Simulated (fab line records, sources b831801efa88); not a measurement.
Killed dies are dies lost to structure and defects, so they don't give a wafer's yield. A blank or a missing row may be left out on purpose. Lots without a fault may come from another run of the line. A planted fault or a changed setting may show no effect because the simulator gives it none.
Which tool did it? | flow gf180mcu | 14 lots, 42 wafers sampled, at 4 steps of a route of 602

WHAT THE GAUGES READ, wafer by wafer
GF_NWELL_OVL_MEAS_07.
lot  | measured    | on         | NWELL_OVL (nm)
L987 | day 3 06:03 | overlay-02 | -1.3 -0.9 1.3
L989 | day 3 17:57 | overlay-01 | 0.1 1.3 1.9
L990 | day 3 23:01 | overlay-02 | 0.2 -0.8 1.5
L991 | day 4 04:46 | overlay-01 | -0.2 -0.2 2.5
L995 | day 5 02:19 | overlay-01 | -1.5 -0.1 -0.4
L998 | day 5 18:28 | overlay-01 | 0.2 -0.2 -0.3
L999 | day 6 00:24 | overlay-01 | -2.4 -1.2 -0.9
L101 | day 6 13:40 | overlay-02 | -1.4 -0.5 0.2
L102 | day 6 17:16 | overlay-02 | 1.3 2.3 0.1
L103 | day 6 23:13 | overlay-02 | -1.9 -2.1 -1.5
L105 | day 7 10:40 | overlay-01 | 0.0 -0.7 0.9
L106 | day 7 15:04 | overlay-01 | -2.1 -0.8 0.3
L107 | day 7 20:21 | overlay-02 | 0.0 0.0 1.5
L109 | day 8 07:13 | overlay-02 | -0.1 0.1 -1.4

GF_NWELL_TW_MEAS_11.
lot  | measured    | on            | NWELL_TW
L987 | day 3 06:29 | film_metro-02 | 1596 1591 1594
L989 | day 3 18:23 | film_metro-04 | 1601 1608 1605
L990 | day 3 23:27 | film_metro-04 | 1599 1599 1600
L991 | day 4 05:13 | film_metro-04 | 1608 1603 1598
L995 | day 5 02:46 | film_metro-03 | 1597 1595 1602
L998 | day 5 18:54 | film_metro-03 | 1587 1597 1598
L999 | day 6 00:50 | film_metro-02 | 1590 1580 1587
L101 | day 6 14:05 | film_metro-03 | 1581 1580 1585
L102 | day 6 17:43 | film_metro-02 | 1590 1589 1591
L103 | day 6 23:40 | film_metro-04 | 1600 1609 1600
L105 | day 7 11:06 | film_metro-04 | 1601 1600 1593
L106 | day 7 15:31 | film_metro-02 | 1570 1585 1580
L107 | day 7 20:47 | film_metro-02 | 1574 1569 1567
L109 | day 8 07:38 | film_metro-03 | 1589 1591 1583

GF_LVPWELL_OVL_MEAS_07.
lot  | measured    | on         | LVPWELL_OVL (nm)
L987 | day 3 18:49 | overlay-01 | -0.1 -0.2 0.2
L989 | day 4 07:24 | overlay-01 | 0.5 0.8 3.3
L990 | day 4 12:55 | overlay-02 | 0.5 2.6 1.0
L991 | day 4 18:13 | overlay-01 | 1.7 1.6 1.6
L995 | day 5 17:11 | overlay-02 | 3.0 4.1 3.2
L998 | day 6 09:14 | overlay-01 | -1.3 -2.3 -0.7
L999 | day 6 16:04 | overlay-01 | 3.1 3.9 2.3
L101 | day 7 05:16 | overlay-01 | -2.1 -3.8 -2.1
L102 | day 7 08:52 | overlay-01 | -0.6 1.5 -0.5
L103 | day 7 15:10 | overlay-02 | 1.7 1.2 1.6
L105 | day 8 02:52 | overlay-02 | 3.3 2.6 2.9
L106 | day 8 06:47 | overlay-01 | -0.5 1.8 -0.3
L107 | day 8 13:27 | overlay-01 | 4.2 3.5 3.2
L109 | day 8 23:58 | overlay-02 | 1.7 3.3 2.2

WHICH TOOL RAN EACH LOT (tool, then ch and the chambers of the sampled wafers, then the start)
lot  | GF_DNWELL_IMPLANT_07
L987 | implanter-01 ch 0, day 2 17:27
L989 | implanter-03 ch 0, day 3 04:15
L990 | implanter-02 ch 0, day 3 09:54
L991 | implanter-01 ch 0, day 3 15:34
L995 | implanter-03 ch 0, day 4 12:14
L998 | implanter-03 ch 0, day 5 04:33
L999 | implanter-03 ch 0, day 5 10:24
L101 | implanter-02 ch 0, day 5 22:33
L102 | implanter-01 ch 0, day 6 02:27
L103 | implanter-01 ch 0, day 6 07:33
L105 | implanter-01 ch 0, day 6 18:45
L106 | implanter-01 ch 0, day 6 23:10
L107 | implanter-02 ch 0, day 7 04:16
L109 | implanter-02 ch 0, day 7 15:06
- GF_DNWELL_IMPLANT_07

WHAT THE TOOLS THEMSELVES READ (means of the sampled wafers that have a number; where no wafer has one, the mark that the record gives instead)
GF_DNWELL_IMPLANT_07.
lot  | tool         | beam_on_s (s) | end_station_pressure_torr (Torr) | faraday_current_uA
L987 | implanter-01 | 10.04         | 5.04e-06                         | 56.2
L989 | implanter-03 | 9.97          | 4.90e-06                         | 56.4
L990 | implanter-02 | 10.10         | 4.73e-06                         | 55.8
L991 | implanter-01 | 9.98          | 5.35e-06                         | 56.6
L995 | implanter-03 | 9.95          | 5.00e-06                         | 56.6
L998 | implanter-03 | 11.30         | 7.88e-05                         | 49.0
L999 | implanter-03 | 11.63         | 7.65e-05                         | 47.6
L101 | implanter-02 | 9.87          | 4.86e-06                         | 57.1
L102 | implanter-01 | 10.00         | 4.87e-06                         | 56.3
L103 | implanter-01 | 9.86          | 5.19e-06                         | 57.1
L105 | implanter-01 | 10.06         | 5.11e-06                         | 56.1
L106 | implanter-01 | 9.98          | 5.30e-06                         | 56.5
L107 | implanter-02 | 9.93          | 4.77e-06                         | 56.8
L109 | implanter-02 | 9.98          | 5.40e-06                         | 56.4

THE ANSWER, worked out from the rows above alone
Rule: what is usual is taken from the lots themselves. Put in order of their means at a reading, lots are off if they are a third of the lots or fewer, leave a main group of 4 or more, and stand apart from it by a gap of 3 or more times the standard deviation of the main group's means; of several such gaps the widest counts. A main group whose means are all the same, to the digits that the tables above print for the reading, isn't used. A lot without any number at a reading at which 4 lots or more have one is off too. The other lots that the step has rows for count as sound. The gauges are gone through in route order, then the tools' own readings, and for those a lot's mean is taken as printed above. The first step at which some lot is off is used, and at that step the reading that is off furthest; a lot without a number counts as furthest.
Off: L998, L999, at GF_DNWELL_IMPLANT_07 (end_station_pressure_torr). The main group: mean 5.04e-06 Torr, standard deviation 2.2e-07.
A tool fits if, at that step or a process step before it, it ran every lot that is off, and no sound lot after the first of them. One fits: implanter-03 at GF_DNWELL_IMPLANT_07. Its last sound lot is L995 (day 4 12:14), its first lot that is off L998 (day 5 04:33): a fault that began between those two fits.
The tool's own readings at GF_DNWELL_IMPLANT_07 bear it out: on the lots that are off they differ by more than 5 times the standard deviation of the sound lots' means. beam_on_s reads 11.46 s there against 9.98 s on the sound lots; end_station_pressure_torr reads 7.77e-05 Torr there against 5.04e-06 Torr on the sound lots; faraday_current_uA reads 48.3 there against 56.5 on the sound lots.

WHAT THE SIMULATOR HAD PUT IN
Process parameter drift: implanter-03, from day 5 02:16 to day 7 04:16, at GF_DNWELL_IMPLANT_07. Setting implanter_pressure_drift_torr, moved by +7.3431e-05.
Process parameter drift: implanter-03, from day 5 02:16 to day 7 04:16, at GF_DNWELL_IMPLANT_07. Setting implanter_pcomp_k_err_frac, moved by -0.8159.
Lots struck among those shown: L998, L999. The rule above found the same.
